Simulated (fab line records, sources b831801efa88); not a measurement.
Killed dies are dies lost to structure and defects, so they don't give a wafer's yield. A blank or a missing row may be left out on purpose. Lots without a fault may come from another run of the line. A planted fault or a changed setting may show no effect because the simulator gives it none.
Which tool did it? | flow sky130 | 12 lots, 36 wafers sampled, at 5 steps of a route of 708

WHAT THE GAUGES READ, wafer by wafer
SKY_VIA2_CD_MEAS_12: target cd 200 nm. Usual: cd_nm 199.8 nm, standard deviation 1.3.
lot  | measured     | on        | cd_nm (nm)        | flag
L571 | day 36 22:29 | cd_sem-01 | 197.6 197.8 199.2 |
L573 | day 37 07:55 | cd_sem-01 | 200.7 199.2 200.3 |
L574 | day 37 20:07 | cd_sem-02 | 201.8 201.9 200.7 |
L576 | day 38 07:35 | cd_sem-02 | 199.9 200.2 200.1 |
L577 | day 38 15:55 | cd_sem-01 | 200.4 198.8 199.3 |
L578 | day 38 20:36 | cd_sem-01 | 199.4 200.3 199.4 |
L580 | day 39 12:58 | cd_sem-02 | 199.2 199.2 199.6 |
L581 | day 40 05:14 | cd_sem-02 | 199.8 204.2 204.0 |
L582 | day 40 04:53 | cd_sem-02 | 202.1 200.3 201.2 |
L583 | day 40 10:29 | cd_sem-01 | 201.4 200.0 200.9 |
L585 | day 40 23:40 | cd_sem-01 | 199.5 200.4 199.3 |
L592 | day 42 16:14 | cd_sem-02 | 200.2 198.6 199.3 |

SKY_VIA2_OVL_MEAS_13. Usual: VIA2_OVL -2 nm, standard deviation 5.8.
lot  | measured     | on         | VIA2_OVL (nm) | flag
L571 | day 36 22:35 | overlay-02 | 7 1 6         |
L573 | day 37 08:02 | overlay-02 | -5 -11 -11    |
L574 | day 37 20:14 | overlay-02 | 1 2 2         |
L576 | day 38 07:40 | overlay-01 | -14 -11 -10   |
L577 | day 38 16:01 | overlay-02 | 2 1 -6        |
L578 | day 38 20:43 | overlay-01 | -6 -2 -7      |
L580 | day 39 13:05 | overlay-01 | -2 -3 1       |
L581 | day 40 05:21 | overlay-01 | -3 6 1        |
L582 | day 40 05:00 | overlay-01 | -3 0 1        |
L583 | day 40 10:35 | overlay-02 | -2 -11 -8     |
L585 | day 40 23:46 | overlay-02 | -3 -1 -1      |
L592 | day 42 16:20 | overlay-02 | -4 -6 -5      |

WHICH TOOL RAN EACH LOT (tool, then ch and the chambers of the sampled wafers, then the start)
lot  | SKY_CONTACT_ETCH_17                | SKY_VIA1_CMP_02               | SKY_VIA2_DEVELOP_11
L571 | rie_diel-02 ch 0,1,3, day 32 04:45 | cmp-01 ch 0,1, day 33 10:52   | litho_track-04 ch 0, day 36 22:00
L573 | rie_diel-03 ch 0,1,2, day 32 15:48 | cmp-02 ch 1,2, day 33 22:05   | litho_track-01 ch 0, day 37 07:00
L574 | rie_diel-02 ch 0,2,3, day 33 04:31 | cmp-02 ch 0,1,3, day 34 10:06 | litho_track-01 ch 0, day 37 19:00
L576 | rie_diel-03 ch 2,3, day 33 15:36   | cmp-02 ch 2,3, day 34 20:54   | litho_track-02 ch 0, day 38 07:00
L577 | rie_diel-03 ch 0,2,3, day 34 00:07 | cmp-02 ch 1,2,3, day 35 05:35 | litho_track-04 ch 0, day 38 15:00
L578 | rie_diel-03 ch 0,2,3, day 34 05:03 | cmp-01 ch 0,2,3, day 35 10:26 | litho_track-04 ch 0, day 38 20:00
L580 | rie_diel-02 ch 0,2,3, day 34 23:48 | cmp-02 ch 0,1,2, day 36 04:57 | litho_track-01 ch 0, day 39 12:00
L581 | rie_diel-02 ch 0,2,3, day 35 15:43 | cmp-01 ch 0,1,3, day 36 20:31 | litho_track-01 ch 0, day 40 05:00
L582 | rie_diel-03 ch 0,3, day 35 16:22   | cmp-02 ch 1,3, day 36 20:48   | litho_track-01 ch 0, day 40 04:00
L583 | rie_diel-03 ch 1,2,3, day 35 23:15 | cmp-02 ch 0,1, day 37 03:59   | litho_track-02 ch 0, day 40 10:00
L585 | rie_diel-02 ch 0,2,3, day 36 12:31 | cmp-01 ch 0,2, day 37 17:40   | litho_track-04 ch 0, day 40 23:00
L592 | rie_diel-01 ch 0,1,2, day 38 09:37 | cmp-02 ch 0,2,3, day 39 13:26 | litho_track-02 ch 0, day 42 16:00
- SKY_CONTACT_ETCH_17: etches SiO2 in C4F8/O2/Ar, stops on Si3N4, target depth 340 nm.
- SKY_VIA1_CMP_02: polishes SiO2.
- SKY_VIA2_DEVELOP_11: develop time 60 s.

WHAT THE TOOLS THEMSELVES READ (means of the sampled wafers that have a number; where no wafer has one, the mark that the record gives instead)
SKY_CONTACT_ETCH_17. Usual: bias_w 1200 W, standard deviation 3.8; oes_product_au 0.891 a.u., standard deviation 0.0045.
lot  | tool        | bias_w (W) | oes_product_au (a.u.) | flag
L571 | rie_diel-02 | 1200       | 0.893                 |
L573 | rie_diel-03 | 1204       | 0.889                 |
L574 | rie_diel-02 | 1201       | 0.890                 |
L576 | rie_diel-03 | 1202       | 0.886                 |
L577 | rie_diel-03 | 1196       | 0.894                 |
L578 | rie_diel-03 | 1200       | 0.893                 |
L580 | rie_diel-02 | 1202       | 0.892                 |
L581 | rie_diel-02 | 1198       | 0.889                 |
L582 | rie_diel-03 | 1198       | 0.890                 |
L583 | rie_diel-03 | 1199       | 0.893                 |
L585 | rie_diel-02 | 1199       | 0.891                 |
L592 | rie_diel-01 | 1202       | 0.886                 |

SKY_VIA1_CMP_02. Usual: motor_current_A 12.7 A, standard deviation 1.3.
lot  | tool   | motor_current_A (A) | flag
L571 | cmp-01 | 11.8                |
L573 | cmp-02 | 14.0                |
L574 | cmp-02 | 13.2                |
L576 | cmp-02 | 11.8                |
L577 | cmp-02 | 13.1                |
L578 | cmp-01 | 11.9                |
L580 | cmp-02 | 13.5                |
L581 | cmp-01 | 12.3                |
L582 | cmp-02 | 13.8                |
L583 | cmp-02 | 14.9                |
L585 | cmp-01 | 10.9                |
L592 | cmp-02 | 12.5                |

THE ANSWER, worked out from the rows above alone
Rule: a lot is off if the mean of its wafers that have a number lies more than 3 standard deviations from the usual mean. A lot without any number at a reading at which 4 lots or more have one is off too. The other lots that the step has rows for count as sound. The gauges are gone through in route order, then the tools' own readings, and for those a lot's mean is taken as printed above. The first step at which some lot is off is used, and at that step the reading that is off furthest; a lot without a number counts as furthest.
No lot is off at any reading shown: from this, nothing can be told.

WHAT THE SIMULATOR HAD PUT IN
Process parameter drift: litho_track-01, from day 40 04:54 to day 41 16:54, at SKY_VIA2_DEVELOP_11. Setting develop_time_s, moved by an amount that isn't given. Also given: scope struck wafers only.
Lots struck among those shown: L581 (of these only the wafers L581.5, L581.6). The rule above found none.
